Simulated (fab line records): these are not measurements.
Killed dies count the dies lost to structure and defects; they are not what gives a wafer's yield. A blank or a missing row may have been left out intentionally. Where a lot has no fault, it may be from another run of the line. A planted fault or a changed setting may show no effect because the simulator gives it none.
Chamber matching	flow gf180mcu	GF_STI_ETCH_14 on rie-si-02: 4 sister chambers
The step etches Si in HBr/Cl2/O2, target depth 360 nm, time 102.9 s. 14 wafers are shown with their chamber, then 7 later ones without.

== EACH WAFER AND ITS CHAMBER ==
wafer	chamber	oes-product-au (a.u.)	chamber-pressure-mTorr (mTorr)	throttle-valve-pct (%)
L285.2	3	0.998	14.995	25.670
L285.5	3	1.012	14.999	25.653
L285.6	2	0.999	14.992	25.658
L286.2	1	0.978	14.992	25.679
L286.3	2	1.002	14.991	25.673
L286.6	3	0.999	14.994	25.665
L288.2	2	1.016	14.995	25.640
L288.5	0	1.001	15.001	25.659
L288.6	1	0.995	15.004	25.670
L293.1	2	1.009	15.005	25.643
L293.3	1	0.996	15.000	25.644
L293.4	0	1.003	15.001	25.666
L298.1	2	1.005	14.998	25.648
L298.2	1	0.986	15.007	25.676

SIGNATURES, as means of the wafers listed above
reading	chamber 0	chamber 1	chamber 2	chamber 3	scatter within a chamber
oes-product-au	1.00200	0.98875	1.00620	1.00300	0.00717
chamber-pressure-mTorr	15.00100	15.00075	14.99620	14.99600	0.00517
throttle-valve-pct	25.66250	25.66725	25.65240	25.66267	0.0129
Rule: a wafer's distance from a chamber is the root of the sum, over the readings, of the square of ((its reading less the chamber's mean) divided by the reading's scatter). If the next closest chamber is less than 2 further off than the closest, the wafer can't be placed; otherwise it belongs to the closest. The scatter: take each reading less its chamber's mean, square it, sum over the shown wafers, divide by the number of wafers less the number of chambers, and take the root.

== WAFERS WHOSE CHAMBER IS MISSING ==
wafer	oes-product-au (a.u.)	chamber-pressure-mTorr (mTorr)	throttle-valve-pct (%)
L298.3	0.985	15.013	25.653
L301.1	1.011	15.001	25.650
L301.2	0.983	14.986	25.666
L301.5	1.007	15.006	25.658
L302.1	0.993	15.001	25.668
L302.4	1.011	15.000	25.631
L302.5	0.990	15.000	25.662

== EACH ONE'S CHAMBER ==
wafer	from the rows above	in truth
L298.3	can't be placed: 1 or 0 or 3 or 2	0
L301.1	can't be placed: 2 or 0 or 3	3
L301.2	can't be placed: 1 or 3 or 2 or 0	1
L301.5	can't be placed: 0 or 2 or 3 or 1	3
L302.1	can't be placed: 1 or 0 or 3 or 2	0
L302.4	can't be placed: 2 or 0 or 3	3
L302.5	can't be placed: 1 or 0 or 3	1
Correct placement for 0 of the 7. Can't be placed from these rows: 7 (the true chamber is among the candidates in 7). 0 placed wrongly.
